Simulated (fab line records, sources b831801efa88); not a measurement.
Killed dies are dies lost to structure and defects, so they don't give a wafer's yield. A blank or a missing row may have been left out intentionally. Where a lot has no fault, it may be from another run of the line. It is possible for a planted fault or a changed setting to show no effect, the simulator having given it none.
A struck lot beside a sound one :: flow gf180mcu :: 14 out of 602 route steps
Sound: these wafers, L673.2, L673.3, L673.6. Struck: wafers L680.3, L680.4, L680.5. Last of all comes the cause.
Per side, at each step with rows, come the tool, then ch with its chambers, and then its first start. Under that, the readings that differ: sound wafers :: struck wafers :: difference of the means :: sigmas: that difference in standard deviations of wafers without a fault.
alike: a reading whose means differ by less than 2 such deviations, as well as words and numbers matching on both sides. not compared: withheld readings; readings where some wafer has no value; bounds like >300 that might hide an equal value; numbers whose values overlap and for which the record gives no deviation.
Wherever a step has rows on one side only, a row that says differs or no value, or a row with sigmas, the two part there. Non-overlapping numbers with no deviation appear without sigmas and do not part them. A reading that every wafer of one side lacks parts them only if that side has two wafers or more.

GF_PSD_TW_MEAS_11:
  sound on filmMetro-01, day 15 14:20; struck on filmMetro-02, day 18 00:48
  alike: PSD_TW
then, 1 step without rows for these wafers: GF_PSD_CLEAN_12 (cleans in SC1/SC2, time 150 s).
GF_PSD_RTA_13: time 20 s.
  sound on rtpAnneal-02 ch 0, day 15 14:27; struck on rtpAnneal-01 ch 0, day 18 00:57
reading: lampPowerPct (%)
sound: 31 31 31
struck: 40 40 40
difference: +9
sigmas: +2
  alike: wafer_temp_C_max
GF_PSD_RS_MEAS_14: measurement is done with a four-point probe.
  sound on filmMetro-01, day 15 14:32; struck on filmMetro-01, day 18 01:02
  alike: NSD_RS
GF_PSD_RS_MEAS_15: measurement is done with a four-point probe.
  sound on filmMetro-01, day 15 14:40; struck on filmMetro-01, day 18 01:10
  alike: PSD_RS
GF_SAB_CVD_00: deposits SiO2 from TEOS, target thk 50 nm, time 4.9302 s.
  sound on pecvd-03 ch 0,2, day 15 14:46; struck on pecvd-01 ch 0,1,2, day 18 01:14
  alike: heaterPowerW
GF_SAB_THK_MEAS_01:
  sound on filmMetro-03, day 15 14:47; struck on filmMetro-01, day 18 01:17
  alike: SAB_CVD_00_THK
then, 5 steps without rows for these wafers: GF_SAB_DEHYDRATE_02 (time 60 s); GF_SAB_HMDS_03 (prime time 60 s); GF_SAB_COAT_04 (resist thk 1000 nm); GF_SAB_SOFTBAKE_05 (time 60 s); GF_SAB_EXPOSE_06 (exposes mask SAB, target cd 420 nm).
GF_SAB_PEB_07:
  struck on lithoTrack-02, day 19 00:56; sound on lithoTrack-01 ch 0, day 16 12:44
reading: exhaustPa (Pa)
sound: 45.4 46.5 44.9
struck: - - -
difference: no value on the struck wafers
sigmas: 
  not compared: chillPlateTempC, resistLineTempC
then, 1 step without rows for these wafers: GF_SAB_DEVELOP_08 (develop time 60 s).

WHERE THEY PART
First at GF_PSD_RTA_13; last, within this record, at GF_SAB_PEB_07.

WHY: what the simulator had put in
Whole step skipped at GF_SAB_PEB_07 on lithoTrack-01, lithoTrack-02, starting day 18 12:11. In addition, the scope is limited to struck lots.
